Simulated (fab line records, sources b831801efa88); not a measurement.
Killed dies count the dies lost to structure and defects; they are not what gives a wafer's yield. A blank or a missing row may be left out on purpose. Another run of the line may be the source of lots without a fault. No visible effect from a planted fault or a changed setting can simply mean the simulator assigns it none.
A single fault, viewed from 2 desks ; flow gf180mcu ; what lay behind the numbers comes last; until then each desk has only its own

== AT THE METROLOGY DESK ==
What the gauges read, lot by lot, whatever tool the lot ran on: means of the sampled wafers that have a number. If a lot's mean is further than 4 standard deviations from the usual mean, the lot is out of limits and carries the mark OUT (the distance appears in the brackets).
Columns: A = LVPWELL_RS at GF_VT_IMPLANT_RS_MEAS_48, usual 1195 ohm/sq; B = MVPSD_RS at GF_VT_IMPLANT_RS_MEAS_49, usual 1168.6 ohm/sq; C = V1_W_THK at GF_V1_THK_MEAS_25, usual 342 nm
lot;first seen here;A;B;C
L902;day 7 18:44;1198;1170.9;342
L903;day 8 05:21;1195;1165.1;344
L906;day 8 22:24;1190;1167.1;338
L909;day 9 18:44;1198;1167.9;349
L911;day 10 10:09;1190;1171.1;339
L913;day 10 21:03;1192;1173.1;336
L914;day 11 05:20;1198;1168.6;342
L919;day 12 14:46;1176 (-6.2) OUT;1167.7;345
L920;day 12 21:22;1197;1169.8;349
L923;day 13 22:04;1177 (-5.8) OUT;1170.6;348
L924;day 13 23:17;1191;1167.6;335
Per this desk, out of limits: L919, L923; the first was L919, day 12 14:46 (LVPWELL_RS at GF_VT_IMPLANT_RS_MEAS_48). In limits: L902, L903, L906, L909, L911, L913, L914, L920, L924.

== FOR THE TOOL OWNER'S DESK: implanter-02 ==
For each lot that ran on this tool, the mean over its sampled wafers that have a number, from the tool's own readings at GF_LVPWELL_IMPLANT_09. If a lot's mean is further than 4 standard deviations from the usual mean, the lot is out of limits and carries the mark OUT (the distance appears in the brackets).
Columns: A = dose ions cm2 at GF_LVPWELL_IMPLANT_09, usual 5e+12; B = faraday current uA at GF_LVPWELL_IMPLANT_09, usual 28.2
lot;first seen here;A;B
L902;day 4 02:35;5e+12;28.1
L906;day 5 00:13;5e+12;28.1
L909;day 5 18:05;5e+12;28.6
L914;day 6 22:30;5e+12;28.3
L919;day 8 02:26;5e+12 (+80) OUT;31.0 (+5.0) OUT
L923;day 9 03:08;5e+12 (+80) OUT;31.1 (+5.3) OUT
This desk's verdict: out of limits on L919, L923, starting with L919 at day 8 02:26 (dose ions cm2 at GF_LVPWELL_IMPLANT_09). In limits: L902, L906, L909, L914.

== TAKEN TOGETHER ==
At day 8 02:26, on L919, L923, the tool owner's desk was in a position to raise an alarm.
The metrology desk could have raised an alarm at day 12 14:46, on L919, L923.
GF_LVPWELL_IMPLANT_09 was run on implanter-02 by each of the lots named.

== WHAT HAD BEEN PUT IN BY THE SIMULATOR ==
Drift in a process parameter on implanter-02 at GF_LVPWELL_IMPLANT_09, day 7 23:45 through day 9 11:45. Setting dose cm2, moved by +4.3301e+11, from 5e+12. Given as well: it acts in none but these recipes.
Struck lots among those shown: L919, L923.
Delay (hours) between the fault's onset and each desk's first out-of-limits reading: 3 at the tool owner's desk, 111 at the metrology desk.
